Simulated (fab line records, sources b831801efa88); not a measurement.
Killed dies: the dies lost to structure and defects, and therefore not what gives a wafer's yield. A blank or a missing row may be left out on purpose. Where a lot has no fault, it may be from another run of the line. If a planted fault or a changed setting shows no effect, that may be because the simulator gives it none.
fab line records + flow gf180mcu + part 2 of 2: steps 27 to 35 of 35
record
- lots=5
- wafers=15
- last-day=33
route steps=602 shown STI@18 DNWELL@32 NWELL@42
lots with no fault: from the same line, run without faults
start-h: hours from the record's first day to the start of the lot's first wafer shown + wait-h: how many hours have passed since the lot's step before this one + " as in the row above + L1.1+2: one row covering several wafers at once + - value missing, or start not given + * or withheld: withheld + < > ~ a bound
route shown NAME@n: a module of which the file shows steps, and the number in the route of the first + usual: the fault-free wafers' mean and standard deviation + same: alike in all rows + chamber/n: place in a boat + sites: per-site readings + _std_site: the values' standard deviation + _edge_site: mean of outer sites minus mean of inner sites + radius-mm: for every site, how far away it sits from the centre of the wafer + mask NAME#n: copy n + behind: tool/chamber where the wafer was last shaped + hold: cause of the lot's hold/its duration in hours/its outcome + device: the n, p or np transistor that did not switch + end of line: the tests these same wafers got at the end of their route + where a step has no rows: the recipe by itself + killed: count of dies lost to structure and defects at first sort (not the wafer's yield) + map: per-die view of a wafer (x killed, . not killed, _ where there is no die)
set.NAME: the setting the step ran with; set.NAME@STEP: the setting that earlier step ran with + model.NAME: the simulator's own value behind a step, which no gauge read
certain route steps with their lots: each step a table, each wafer a row
services: from which hour (start-h, from the record's first day; less than 0 if before it) a tool's chamber was out of use, for how many hours, and why
## steps
# step GF_NWELL_COAT_02
# recipe
- spin-rpm=2000
- resist-thk-nm=3000
# usual
- exhaust-pa=45.1/0.79
- resist-line-temp-C=23.00/0.12
- spin-speed-rpm=1999.9/1.4
| lot.wafer | tool           | chamber | start-h | wait-h | exhaust-pa | resist-line-temp-C | spin-speed-rpm |
|-----------|----------------|---------|---------|--------|------------|--------------------|----------------|
| L079.2    | litho-track-03 | 0       | 75.13   | 0.1    | 44.9       | 22.90              | 2001.9         |
| L079.3    | "              | 0       | "       | "      | 45.8       | 22.94              | 2003.1         |
| L079.5    | "              | 0       | "       | "      | 45.8       | 23.13              | 2000.8         |
| L081.3    | litho-track-04 | 0       | 86.14   | 0.1    | 46.1       | 22.99              | 2000.0         |
| L081.4    | "              | 0       | "       | "      | 45.4       | 22.78              | 2001.3         |
| L081.5    | "              | 0       | "       | "      | 45.6       | 23.10              | 2001.5         |
| L086.3    | litho-track-01 | 0       | 115.89  | 0.1    | 45.1       | 23.01              | 1999.9         |
| L086.5    | "              | 0       | "       | "      | 45.6       | 23.02              | 1998.9         |
| L086.6    | "              | 0       | "       | "      | 46.1       | 23.07              | 1999.5         |
| L091.2    | litho-track-04 | 0       | 144.61  | 0.1    | 44.4       | 22.98              | 2000.9         |
| L091.3    | "              | 0       | "       | "      | 45.0       | 22.93              | 2001.8         |
| L091.6    | "              | 0       | "       | "      | 45.3       | 23.00              | 2002.9         |
| L095.1    | litho-track-03 | 0       | 164.25  | 0.1    | 45.0       | 22.92              | 1999.8         |
| L095.2    | "              | 0       | "       | "      | 45.5       | 22.85              | 1999.5         |
| L095.4    | "              | 0       | "       | "      | 45.4       | 22.89              | 1999.4         |
# step GF_NWELL_SOFTBAKE_03
# recipe
- temp-c=110
- time-s=withheld
# usual
- exhaust-pa=45.0/1
- plate-temp-C=109.98/0.12
- resist-line-temp-C=23.01/0.11
| lot.wafer | tool           | chamber | start-h | wait-h | exhaust-pa | plate-temp-C | resist-line-temp-C |
|-----------|----------------|---------|---------|--------|------------|--------------|--------------------|
| L079.2    | litho-track-03 | 0       | 75.29   | 0.1    | 44.8       | 110.05       | 23.22              |
| L079.3    | "              | 0       | "       | "      | 45.9       | 109.81       | 23.20              |
| L079.5    | "              | 0       | "       | "      | 44.6       | 110.06       | 23.27              |
| L081.3    | litho-track-04 | 0       | 86.31   | 0.1    | 42.3       | 110.03       | 23.24              |
| L081.4    | "              | 0       | "       | "      | 43.5       | 109.98       | 23.09              |
| L081.5    | "              | 0       | "       | "      | 43.7       | 109.86       | 22.92              |
| L086.3    | litho-track-01 | 0       | 116.05  | 0.1    | 46.1       | 110.16       | 23.02              |
| L086.5    | "              | 0       | "       | "      | 45.2       | 110.16       | 23.15              |
| L086.6    | "              | 0       | "       | "      | 43.4       | 110.10       | 23.15              |
| L091.2    | litho-track-04 | 0       | 144.77  | 0.1    | 44.4       | 110.00       | 22.75              |
| L091.3    | "              | 0       | "       | "      | 45.1       | 109.94       | 22.84              |
| L091.6    | "              | 0       | "       | "      | 45.0       | 110.10       | 22.97              |
| L095.1    | litho-track-03 | 0       | 164.40  | 0.1    | 46.8       | 110.17       | 22.94              |
| L095.2    | "              | 0       | "       | "      | 47.4       | 110.13       | 23.02              |
| L095.4    | "              | 0       | "       | "      | 47.1       | 110.11       | 23.19              |
# step GF_NWELL_EXPOSE_04
# recipe
- mask-id=Nwell
- target-cd-nm=860
- na=0.6
- source-shape=conventional
- sigma-outer=0.6
- dose-mj=260
# usual
- reticle-temp-C=22.98/0.093
| lot.wafer | tool             | chamber | start-h | wait-h | mask    | reticle-temp-C |
|-----------|------------------|---------|---------|--------|---------|----------------|
| L079.2    | iline-stepper-01 | 0       | -       | -      | Nwell#0 | 23.08          |
| L079.3    | "                | 0       | "       | "      | Nwell#0 | 22.95          |
| L079.5    | "                | 0       | "       | "      | Nwell#0 | 22.92          |
| L081.3    | iline-stepper-01 | 0       | -       | -      | Nwell#0 | 22.89          |
| L081.4    | "                | 0       | "       | "      | Nwell#0 | 23.08          |
| L081.5    | "                | 0       | "       | "      | Nwell#0 | 22.85          |
| L086.3    | iline-stepper-02 | 0       | -       | -      | Nwell#0 | 22.79          |
| L086.5    | "                | 0       | "       | "      | Nwell#0 | 22.97          |
| L086.6    | "                | 0       | "       | "      | Nwell#0 | 23.09          |
| L091.2    | iline-stepper-01 | 0       | -       | -      | Nwell#0 | 23.07          |
| L091.3    | "                | 0       | "       | "      | Nwell#0 | 22.87          |
| L091.6    | "                | 0       | "       | "      | Nwell#0 | 23.14          |
| L095.1    | iline-stepper-02 | 0       | -       | -      | Nwell#0 | 22.90          |
| L095.2    | "                | 0       | "       | "      | Nwell#0 | 22.98          |
| L095.4    | "                | 0       | "       | "      | Nwell#0 | 22.96          |
# step GF_NWELL_PEB_05
# recipe
- temp-c=115
- time-s=withheld
# usual
- exhaust-pa=45.0/0.8
- plate-temp-C=115.02/0.13
- resist-line-temp-C=22.97/0.11
| lot.wafer | tool           | chamber | start-h | wait-h | exhaust-pa | plate-temp-C | resist-line-temp-C |
|-----------|----------------|---------|---------|--------|------------|--------------|--------------------|
| L079.2    | litho-track-04 | 0       | -       | -      | 45.2       | 115.12       | 22.93              |
| L079.3    | "              | 0       | "       | "      | 44.2       | 115.16       | 23.03              |
| L079.5    | "              | 0       | "       | "      | 44.4       | 115.01       | 22.94              |
| L081.3    | litho-track-04 | 0       | -       | -      | 44.5       | 115.10       | 22.99              |
| L081.4    | "              | 0       | "       | "      | 45.2       | 114.98       | 22.97              |
| L081.5    | "              | 0       | "       | "      | 46.6       | 114.97       | 23.08              |
| L086.3    | litho-track-04 | 0       | -       | -      | 44.0       | 114.82       | 22.86              |
| L086.5    | "              | 0       | "       | "      | 44.8       | 114.82       | 22.95              |
| L086.6    | "              | 0       | "       | "      | 45.4       | 114.92       | 23.05              |
| L091.2    | litho-track-04 | 0       | -       | -      | 45.7       | 114.94       | 22.63              |
| L091.3    | "              | 0       | "       | "      | 44.8       | 114.85       | 23.01              |
| L091.6    | "              | 0       | "       | "      | 45.5       | 115.06       | 22.94              |
| L095.1    | litho-track-03 | 0       | -       | -      | 44.7       | 114.86       | 22.84              |
| L095.2    | "              | 0       | "       | "      | 45.1       | 114.75       | 22.80              |
| L095.4    | "              | 0       | "       | "      | 45.4       | 114.89       | 22.87              |
# step GF_NWELL_DEVELOP_06
# recipe
- wall-angle-deg=90
- develop-time-s=60
- dev-temp-c=23
# usual
- exhaust-pa=44.8/0.8
- resist-line-temp-C=23.00/0.11
| lot.wafer | tool           | chamber | start-h | wait-h | exhaust-pa | resist-line-temp-C |
|-----------|----------------|---------|---------|--------|------------|--------------------|
| L079.2    | litho-track-04 | 0       | -       | -      | 44.4       | 22.88              |
| L079.3    | "              | 0       | "       | "      | 44.3       | 22.83              |
| L079.5    | "              | 0       | "       | "      | 45.3       | 22.95              |
| L081.3    | litho-track-04 | 0       | -       | -      | 44.9       | 23.04              |
| L081.4    | "              | 0       | "       | "      | 45.0       | 22.95              |
| L081.5    | "              | 0       | "       | "      | 46.1       | 22.99              |
| L086.3    | litho-track-04 | 0       | -       | -      | 44.3       | 23.01              |
| L086.5    | "              | 0       | "       | "      | 45.2       | 22.92              |
| L086.6    | "              | 0       | "       | "      | 44.8       | 23.08              |
| L091.2    | litho-track-04 | 0       | -       | -      | 45.5       | 23.10              |
| L091.3    | "              | 0       | "       | "      | 46.8       | 22.94              |
| L091.6    | "              | 0       | "       | "      | 44.8       | 22.99              |
| L095.1    | litho-track-03 | 0       | -       | -      | 44.6       | 22.94              |
| L095.2    | "              | 0       | "       | "      | 44.1       | 23.07              |
| L095.4    | "              | 0       | "       | "      | 45.7       | 22.96              |
# step GF_NWELL_OVL_MEAS_07
# usual
- NWELL_OVL=-0.3/1.6
| lot.wafer | tool       | chamber | start-h | wait-h | NWELL_OVL[nm] |
|-----------|------------|---------|---------|--------|---------------|
| L079.2    | overlay-01 | -       | 82.65   | -      | 3.0           |
| L079.3    | "          | -       | "       | "      | 0.1           |
| L079.5    | "          | -       | "       | "      | 2.6           |
| L081.3    | overlay-02 | -       | 93.15   | -      | 1.5           |
| L081.4    | "          | -       | "       | "      | -1.0          |
| L081.5    | "          | -       | "       | "      | -0.5          |
| L086.3    | overlay-02 | -       | 123.35  | -      | 1.6           |
| L086.5    | "          | -       | "       | "      | 2.3           |
| L086.6    | "          | -       | "       | "      | 1.3           |
| L091.2    | overlay-02 | -       | 152.99  | -      | -0.9          |
| L091.3    | "          | -       | "       | "      | -1.1          |
| L091.6    | "          | -       | "       | "      | -0.3          |
| L095.1    | overlay-01 | -       | 172.15  | -      | 0.7           |
| L095.2    | "          | -       | "       | "      | 0.3           |
| L095.4    | "          | -       | "       | "      | -0.6          |
# step GF_NWELL_IMPLANT_08
# recipe
- species=P
- energy-kev=450
- dose-cm2=1.5e+13
- tilt-deg=0
# same
- implant-ion-amu=31
| lot.wafer  | tool         | chamber | start-h | wait-h |
|------------|--------------|---------|---------|--------|
| L079.2+3+5 | implanter-03 | 0       | 82.70   | 0.0    |
| L081.3+4+5 | implanter-01 | 0       | 93.23   | 0.1    |
| L086.3+5+6 | implanter-01 | 0       | 123.42  | 0.1    |
| L091.2+3+6 | implanter-04 | 0       | 153.05  | 0.0    |
| L095.1+2+4 | implanter-01 | 0       | 172.19  | 0.0    |
# step GF_NWELL_IMPLANT_09
# recipe
- species=P
- energy-kev=160
- dose-cm2=4e+12
- tilt-deg=0
# same
- implant-ion-amu=31
| lot.wafer  | tool         | chamber | start-h | wait-h |
|------------|--------------|---------|---------|--------|
| L079.2+3+5 | implanter-03 | 0       | 82.85   | 0.1    |
| L081.3+4+5 | implanter-01 | 0       | 93.38   | 0.1    |
| L086.3+5+6 | implanter-01 | 0       | 123.57  | 0.1    |
| L091.2+3+6 | implanter-04 | 0       | 153.20  | 0.1    |
| L095.1+2+4 | implanter-01 | 0       | 172.34  | 0.1    |
# step GF_NWELL_STRIP_10
# recipe
- chemistry=O2/N2
- power-w=1400
- pressure-mtorr=1500
- platen-temp-c=250
- o2-flow-sccm=3000
- n2-flow-sccm=300
- overash-fraction=0.5
# usual
- drypump-motor-current-A=5.6/0.43
- heater-power-w=361/29
- oes-product-au=0.723/0.0049
- strip-time-to-endpoint-s=36.97/0.1
| lot.wafer | tool            | chamber | start-h | wait-h | drypump-motor-current-A | heater-power-w | oes-product-au | rf-hours-counter-h | strip-time-to-endpoint-s |
|-----------|-----------------|---------|---------|--------|-------------------------|----------------|----------------|--------------------|--------------------------|
| L079.2    | plasma-asher-02 | 1       | 82.98   | 0.1    | 5.4                     | 355            | 0.724          | 45                 | 37.14                    |
| L079.3    | "               | 1       | "       | "      | 5.4                     | 357            | 0.727          | -                  | 37.08                    |
| L079.5    | "               | 1       | "       | "      | 5.4                     | 361            | 0.723          | -                  | 37.05                    |
| L081.3    | plasma-asher-03 | 0       | 93.51   | 0.1    | 6.4                     | 374            | 0.729          | -                  | 36.99                    |
| L081.4    | "               | 1       | "       | "      | 5.6                     | 398            | 0.728          | -                  | 36.84                    |
| L081.5    | "               | 1       | "       | "      | 5.6                     | 401            | 0.728          | -                  | 36.72                    |
| L086.3    | plasma-asher-03 | 0       | 123.71  | 0.1    | 6.5                     | 379            | 0.728          | -                  | 37.10                    |
| L086.5    | "               | 0       | "       | "      | 6.4                     | 383            | 0.729          | -                  | 37.24                    |
| L086.6    | "               | 1       | "       | "      | 5.6                     | 404            | 0.727          | -                  | 37.11                    |
| L091.2    | plasma-asher-03 | 0       | 153.32  | 0.1    | 6.4                     | 380            | 0.728          | 47                 | 37.06                    |
| L091.3    | "               | 0       | "       | "      | 6.4                     | 376            | 0.715          | -                  | 37.07                    |
| L091.6    | "               | 1       | "       | "      | 5.6                     | 410            | 0.729          | -                  | 37.10                    |
| L095.1    | plasma-asher-02 | 1       | 172.49  | 0.1    | 5.4                     | 360            | 0.724          | 6                  | 36.78                    |
| L095.2    | "               | 0       | "       | "      | 5.2                     | 329            | 0.711          | 6                  | 36.98                    |
| L095.4    | "               | 1       | "       | "      | 5.4                     | 348            | 0.720          | -                  | 36.88                    |
## services
| tool             | chamber | start-h | hours | kind                      |
|------------------|---------|---------|-------|---------------------------|
| iline-stepper-01 | -       | 40.78   | 1.7   | pm                        |
| hdpcvd-02        | -       | 52.66   | 2.1   | repair                    |
| hdpcvd-01        | -       | 56.39   | 0.7   | repair                    |
| cmp-01           | -       | 62.21   | 1.1   | repair                    |
| cmp-01           | -       | 63.69   | 5.9   | pm                        |
| cmp-02           | -       | 64.00   | 4.0   | pm                        |
| cmp-01           | -       | 69.98   | 1.3   | repair                    |
| implanter-02     | -       | 70.83   | 16.0  | repair                    |
| plasma-asher-01  | -       | 78.97   | 13.8  | pm                        |
| implanter-02     | -       | 86.48   | 3.4   | repair                    |
| furnace-02       | -       | 90.30   | 6.0   | repair                    |
| furnace-02       | -       | 96.33   | 3.9   | pm                        |
| plasma-asher-04  | -       | 99.81   | 8.4   | repair                    |
| plasma-asher-02  | -       | 108.75  | 9.0   | pm                        |
| furnace-02       | -       | 111.49  | 4.2   | pm                        |
| cmp-01           | -       | 121.70  | 0.9   | repair                    |
| wet-bench-04     | -       | 126.39  | 5.6   | repair                    |
| implanter-04     | -       | 137.00  | 6.2   | pm                        |
| implanter-01     | -       | 148.20  | 19.3  | pm                        |
| litho-track-01   | -       | 148.40  | -     | consumable-replace:filter |
| furnace-02       | -       | 153.75  | 82.1  | pm                        |
| plasma-asher-03  | -       | 158.35  | 2.8   | pm                        |
| plasma-asher-01  | -       | 168.96  | 3.3   | repair                    |
| implanter-04     | -       | 170.40  | 0.9   | repair                    |
